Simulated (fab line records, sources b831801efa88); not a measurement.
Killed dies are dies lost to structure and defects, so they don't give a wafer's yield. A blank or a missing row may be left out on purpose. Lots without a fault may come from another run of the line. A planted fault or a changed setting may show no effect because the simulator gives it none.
A struck lot beside a sound one | flow gf180mcu | 15 steps out of a route of 602
Sound: wafers L823.3, L823.4, L823.5. Struck: wafers L836.3, L836.4, L836.6. The cause comes at the end.
At each step with rows: each side's tool, then ch and its chambers, then its first start. Under that, the readings that differ: sound wafers | struck wafers | difference of the means | sigmas: that difference in standard deviations of wafers without a fault.
alike: readings whose means differ by less than 2 such deviations, and words and numbers that are the same on both sides. not compared: withheld readings, readings that some wafer has no value for, bounds like >300 that may hide the same value, and numbers for which the record gives no deviation and whose values overlap.
The two part at a step that has a row with sigmas, a row that says differs or no value, or rows on one side only. Numbers that don't overlap but have no deviation are shown without sigmas and don't part them. A reading that every wafer of one side lacks parts them only if that side has two wafers or more.

first, 1 step without rows for these wafers: GF_POLY_GATE_CVD_00 (deposits poly-Si, target thk 200 nm, time 1200 s).
GF_POLY_GATE_THK_MEAS_01:
  sound on film_metro-01, day 9 12:06; struck on film_metro-02, day 12 17:01
  alike: POLY_GATE_CVD_00_THK
then, 8 steps without rows for these wafers: GF_POLY_GATE_DEHYDRATE_02 (time 60 s); GF_POLY_GATE_HMDS_03 (prime time 60 s); GF_POLY_GATE_COAT_04; GF_POLY_GATE_COAT_05 (resist thk 700 nm); GF_POLY_GATE_SOFTBAKE_06 (time 60 s); GF_POLY_GATE_EXPOSE_07 (exposes mask Poly2, target cd 280 nm); GF_POLY_GATE_PEB_08 (peb time 90 s); GF_POLY_GATE_DEVELOP_09 (develop time 60 s).
GF_POLY_GATE_CD_MEAS_10: target cd 280 nm.
  sound on cd_sem-02, day 10 05:09; struck on cd_sem-02, day 13 12:31
  alike: cd_nm
GF_POLY_GATE_OVL_MEAS_11:
  sound on overlay-01, day 10 05:14; struck on overlay-02, day 13 12:37
  alike: POLY_GATE_OVL
GF_POLY_GATE_ETCH_12: etches BARC in N2/H2.
  sound on rie_diel-03 ch 1,2,3, day 10 05:16; struck on rie_diel-03 ch 0,1,2, day 13 12:38
  reading    | sound              | struck            | difference | sigmas
  bias_w (W) | 100.39 99.67 99.53 | 90.38 90.97 90.00 | -9.41      | -31
  alike: drypump_motor_current_A, oes_product_au, throttle_valve_pct
GF_POLY_GATE_ETCH_13: etches poly-Si in HBr/Cl2, stops on SiO2, target depth 198.5 nm, time 69.6 s.
  sound on rie_si-01 ch 1,2, day 10 05:19; struck on rie_si-01 ch 0,3, day 13 12:41
  alike: bias_w, drypump_motor_current_A, oes_product_au, throttle_valve_pct
  not compared: rf_hours_counter_h
GF_PASSIVATION_PROBE_99:
  the record has rows for the sound wafers here (prober-01, day 30 03:32) and none for the struck ones

WHERE THEY PART
First at GF_POLY_GATE_ETCH_12; last, within this record, at GF_PASSIVATION_PROBE_99.

WHY: what the simulator had put in
Process parameter drift: rie_diel-03, from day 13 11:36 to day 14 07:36, at GF_POLY_GATE_ETCH_12. Setting bias_w, moved by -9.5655, from 100. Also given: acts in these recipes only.
